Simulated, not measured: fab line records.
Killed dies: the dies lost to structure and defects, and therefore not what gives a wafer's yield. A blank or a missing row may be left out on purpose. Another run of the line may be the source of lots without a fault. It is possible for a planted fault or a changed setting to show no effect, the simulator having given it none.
Which tool did it? / flow sky130 / 13 lots, 37 wafers sampled, at 5 steps of a route of 708

## WHAT THE GAUGES READ, wafer by wafer
SKY_FIELD_ISO_THK_MEAS_02.
lot=L980; measured=day 1 13:19; on=film-metro-01; FIELD_ISO_OXIDATION_00_THK (nm)=12.31 12.27 12.26
lot=L981; measured=day 1 16:38; on=film-metro-02; FIELD_ISO_OXIDATION_00_THK (nm)=12.08 12.06 12.25
lot=L982; measured=day 1 22:19; on=film-metro-01; FIELD_ISO_OXIDATION_00_THK (nm)=12.41 12.25 12.33
lot=L983; measured=day 2 02:40; on=film-metro-04; FIELD_ISO_OXIDATION_00_THK (nm)=11.48 11.71 11.48
lot=L984; measured=day 2 08:39; on=film-metro-01; FIELD_ISO_OXIDATION_00_THK (nm)=11.63 11.68 11.69
lot=L986; measured=day 2 18:10; on=film-metro-04; FIELD_ISO_OXIDATION_00_THK (nm)=12.14 12.11
lot=L987; measured=day 2 23:46; on=film-metro-04; FIELD_ISO_OXIDATION_00_THK (nm)=12.12 11.99 12.16
lot=L988; measured=day 3 04:23; on=film-metro-04; FIELD_ISO_OXIDATION_00_THK (nm)=12.02 12.07
lot=L998; measured=day 5 06:15; on=film-metro-02; FIELD_ISO_OXIDATION_00_THK (nm)=12.02 12.11 11.87
lot=L999; measured=day 5 11:31; on=film-metro-02; FIELD_ISO_OXIDATION_00_THK (nm)=11.68 11.76 11.80
lot=L100; measured=day 5 16:01; on=film-metro-04; FIELD_ISO_OXIDATION_00_THK (nm)=11.92 12.06 11.91
lot=L101; measured=day 5 21:46; on=film-metro-01; FIELD_ISO_OXIDATION_00_THK (nm)=11.65 11.84 11.99
lot=L103; measured=day 6 09:30; on=film-metro-04; FIELD_ISO_OXIDATION_00_THK (nm)=11.92 11.94 11.91

SKY_SONOS_ONO_THK_MEAS_01.
lot=L980; measured=day 11 16:06; on=film-metro-01; SONOS_ONO_OXIDATION_THK (nm)=2.49 2.55 2.59
lot=L981; measured=day 11 18:41; on=film-metro-04; SONOS_ONO_OXIDATION_THK (nm)=2.48 2.57 2.54
lot=L982; measured=day 12 00:27; on=film-metro-04; SONOS_ONO_OXIDATION_THK (nm)=2.49 2.53 2.55
lot=L983; measured=day 12 11:44; on=film-metro-01; SONOS_ONO_OXIDATION_THK (nm)=2.48 2.52 2.55
lot=L984; measured=day 12 20:59; on=film-metro-02; SONOS_ONO_OXIDATION_THK (nm)=2.54 2.64 2.63
lot=L986; measured=day 13 09:01; on=film-metro-02; SONOS_ONO_OXIDATION_THK (nm)=2.57 2.60
lot=L987; measured=day 13 17:47; on=film-metro-01; SONOS_ONO_OXIDATION_THK (nm)=2.59 2.53 2.55
lot=L988; measured=day 14 02:29; on=film-metro-04; SONOS_ONO_OXIDATION_THK (nm)=2.51 2.50
lot=L998; measured=day 17 10:21; on=film-metro-04; SONOS_ONO_OXIDATION_THK (nm)=2.66 2.68 2.60
lot=L999; measured=day 17 20:17; on=film-metro-04; SONOS_ONO_OXIDATION_THK (nm)=2.72 2.73 2.71
lot=L100; measured=day 18 00:19; on=film-metro-02; SONOS_ONO_OXIDATION_THK (nm)=2.65 2.65 2.69
lot=L101; measured=day 18 09:51; on=film-metro-01; SONOS_ONO_OXIDATION_THK (nm)=2.67 2.67 2.63
lot=L103; measured=day 20 01:35; on=film-metro-01; SONOS_ONO_OXIDATION_THK (nm)=2.67 2.63 2.69

SKY_VIA4_THK_MEAS_01.
lot=L980; measured=day 41 19:44; on=film-metro-01; VIA4_HDPCVD_THK (nm)=1748 1724 1734
lot=L981; measured=day 41 22:31; on=film-metro-01; VIA4_HDPCVD_THK (nm)=1761 1751 1710
lot=L982; measured=day 42 04:58; on=film-metro-02; VIA4_HDPCVD_THK (nm)=1708 1720 1690
lot=L983; measured=day 42 14:47; on=film-metro-04; VIA4_HDPCVD_THK (nm)=1742 1740 1710
lot=L984; measured=day 42 22:40; on=film-metro-04; VIA4_HDPCVD_THK (nm)=1742 1776 1763
lot=L986; measured=day 43 11:01; on=film-metro-04; VIA4_HDPCVD_THK (nm)=1708 1214
lot=L987; measured=day 43 20:29; on=film-metro-01; VIA4_HDPCVD_THK (nm)=1707 1197 1247
lot=L988; measured=day 44 04:31; on=film-metro-04; VIA4_HDPCVD_THK (nm)=1741 1195
lot=L998; measured=day 46 13:39; on=film-metro-04; VIA4_HDPCVD_THK (nm)=1757 1756 1705
lot=L999; measured=day 46 17:45; on=film-metro-01; VIA4_HDPCVD_THK (nm)=1724 1684 1735
lot=L100; measured=day 46 22:26; on=film-metro-02; VIA4_HDPCVD_THK (nm)=1749 1751 1756
lot=L101; measured=day 47 10:23; on=film-metro-04; VIA4_HDPCVD_THK (nm)=1707 1698 1695
lot=L103; measured=day 48 15:05; on=film-metro-02; VIA4_HDPCVD_THK (nm)=1707 1721 1710

## TOOL THAT RAN EACH LOT (tool first, then ch and the chambers of the sampled wafers, then the start)
lot=L980; SKY_CONTACT_ETCH_18=rie-diel-01 ch 1,2, day 41 19:32 or earlier; SKY_VIA4_HDPCVD_00=hdpcvd-02 ch 1,2, day 41 19:32
lot=L981; SKY_CONTACT_ETCH_18=rie-diel-03 ch 0,1,3, day 41 22:20 or earlier; SKY_VIA4_HDPCVD_00=hdpcvd-02 ch 0,2, day 41 22:20
lot=L982; SKY_CONTACT_ETCH_18=rie-diel-04 ch 1,2, day 42 04:47 or earlier; SKY_VIA4_HDPCVD_00=hdpcvd-01 ch 0,2, day 42 04:47
lot=L983; SKY_CONTACT_ETCH_18=rie-diel-03 ch 1,2,3, day 42 14:37 or earlier; SKY_VIA4_HDPCVD_00=hdpcvd-01 ch 0,1,2, day 42 14:37
lot=L984; SKY_CONTACT_ETCH_18=rie-diel-01 ch 0,2,3, day 42 22:29 or earlier; SKY_VIA4_HDPCVD_00=hdpcvd-02 ch 0,1, day 42 22:29
lot=L986; SKY_CONTACT_ETCH_18=rie-diel-04 ch 0,2, day 43 10:49 or earlier; SKY_VIA4_HDPCVD_00=hdpcvd-02 ch 0,2, day 43 10:49
lot=L987; SKY_CONTACT_ETCH_18=rie-diel-03 ch 0,2, day 43 20:17 or earlier; SKY_VIA4_HDPCVD_00=hdpcvd-02 ch 0,1,2, day 43 20:17
lot=L988; SKY_CONTACT_ETCH_18=rie-diel-01 ch 0,1, day 44 04:20 or earlier; SKY_VIA4_HDPCVD_00=hdpcvd-02 ch 0,2, day 44 04:20
lot=L998; SKY_CONTACT_ETCH_18=rie-diel-01 ch 2,3, day 46 13:28 or earlier; SKY_VIA4_HDPCVD_00=hdpcvd-02 ch 0,2, day 46 13:28
lot=L999; SKY_CONTACT_ETCH_18=rie-diel-04 ch 0,1,2, day 46 17:34 or earlier; SKY_VIA4_HDPCVD_00=hdpcvd-01 ch 0,1,2, day 46 17:34
lot=L100; SKY_CONTACT_ETCH_18=rie-diel-04 ch 0,1,2, day 46 22:16 or earlier; SKY_VIA4_HDPCVD_00=hdpcvd-02 ch 0,2, day 46 22:16
lot=L101; SKY_CONTACT_ETCH_18=rie-diel-01 ch 1,3, day 47 10:07 or earlier; SKY_VIA4_HDPCVD_00=hdpcvd-01 ch 0,2, day 47 10:07
lot=L103; SKY_CONTACT_ETCH_18=rie-diel-01 ch 0,1, day 48 14:55 or earlier; SKY_VIA4_HDPCVD_00=hdpcvd-02 ch 1,2, day 48 14:55
- SKY_CONTACT_ETCH_18: etches Si3N4 in CHF3/O2, stops on TiN, time 39 s, target depth 75 nm.
- SKY_VIA4_HDPCVD_00: deposits SiO2, target thk 1750 nm, time 291.7 s.

## WHAT THE TOOLS THEMSELVES READ (means of the sampled wafers that have a number; where no wafer has one, the mark that the record gives instead)
SKY_CONTACT_ETCH_18.
lot=L980; tool=rie-diel-01; drypump-motor-current-A (A)=5.9; oes-product-au (a.u.)=0.851; rf-fwd-power-W (W)=595.4; throttle-valve-pct (%)=8.794
lot=L981; tool=rie-diel-03; drypump-motor-current-A (A)=5.9; oes-product-au (a.u.)=0.851; rf-fwd-power-W (W)=596.8; throttle-valve-pct (%)=8.787
lot=L982; tool=rie-diel-04; drypump-motor-current-A (A)=5.1; oes-product-au (a.u.)=0.852; rf-fwd-power-W (W)=593.1; throttle-valve-pct (%)=8.795
lot=L983; tool=rie-diel-03; drypump-motor-current-A (A)=5.6; oes-product-au (a.u.)=0.842; rf-fwd-power-W (W)=592.9; throttle-valve-pct (%)=8.787
lot=L984; tool=rie-diel-01; drypump-motor-current-A (A)=5.8; oes-product-au (a.u.)=0.848; rf-fwd-power-W (W)=592.1; throttle-valve-pct (%)=8.785
lot=L986; tool=rie-diel-04; drypump-motor-current-A (A)=5.3; oes-product-au (a.u.)=0.850; rf-fwd-power-W (W)=594.8; throttle-valve-pct (%)=8.797
lot=L987; tool=rie-diel-03; drypump-motor-current-A (A)=6.0; oes-product-au (a.u.)=0.841; rf-fwd-power-W (W)=595.9; throttle-valve-pct (%)=8.784
lot=L988; tool=rie-diel-01; drypump-motor-current-A (A)=5.8; oes-product-au (a.u.)=0.854; rf-fwd-power-W (W)=590.2; throttle-valve-pct (%)=8.794
lot=L998; tool=rie-diel-01; drypump-motor-current-A (A)=5.9; oes-product-au (a.u.)=0.853; rf-fwd-power-W (W)=592.5; throttle-valve-pct (%)=8.792
lot=L999; tool=rie-diel-04; drypump-motor-current-A (A)=5.2; oes-product-au (a.u.)=0.851; rf-fwd-power-W (W)=594.5; throttle-valve-pct (%)=8.796
lot=L100; tool=rie-diel-04; drypump-motor-current-A (A)=5.2; oes-product-au (a.u.)=0.851; rf-fwd-power-W (W)=595.6; throttle-valve-pct (%)=8.791
lot=L101; tool=rie-diel-01; drypump-motor-current-A (A)=5.9; oes-product-au (a.u.)=0.848; rf-fwd-power-W (W)=594.2; throttle-valve-pct (%)=8.789
lot=L103; tool=rie-diel-01; drypump-motor-current-A (A)=5.8; oes-product-au (a.u.)=0.853; rf-fwd-power-W (W)=592.9; throttle-valve-pct (%)=8.788

## THE ANSWER, worked out from the rows above alone
Rule: the lots themselves supply what counts as usual. Put in order of their means at a reading, lots are off if they are a third of the lots or fewer, leave a main group of 4 or more, and stand apart from it by a gap of 3 or more times the standard deviation of the main group's means; of several such gaps the widest counts. The tables above print the reading to a certain number of digits; a main group whose means all agree to those digits is not used. Also off: a lot with no number at a reading for which 4 or more lots have one. Where the step has rows for the other lots, those lots are counted as sound. Order of review: gauges by route order, followed by the tools' own readings, for which a lot's mean as printed above is used. At the first step where some lot is off, the reading lying furthest off is the one used; lots without a number count as furthest.
Off: L986, L987, L988, at SKY_VIA4_THK_MEAS_01 (VIA4_HDPCVD_THK). The main group: mean 1729 nm, standard deviation 19.
A tool fits if, at a process step before that reading, it ran every lot that is off, and no sound lot after the first of them. The gauges at SKY_VIA4_THK_MEAS_01 are tried like those tools. SKY_CONTACT_ETCH_18 gives no start for some lots, so the hours and the order of its lots are those of SKY_VIA4_HDPCVD_00. Of those tried, none fits.

## WHAT HAD BEEN PUT IN BY THE SIMULATOR
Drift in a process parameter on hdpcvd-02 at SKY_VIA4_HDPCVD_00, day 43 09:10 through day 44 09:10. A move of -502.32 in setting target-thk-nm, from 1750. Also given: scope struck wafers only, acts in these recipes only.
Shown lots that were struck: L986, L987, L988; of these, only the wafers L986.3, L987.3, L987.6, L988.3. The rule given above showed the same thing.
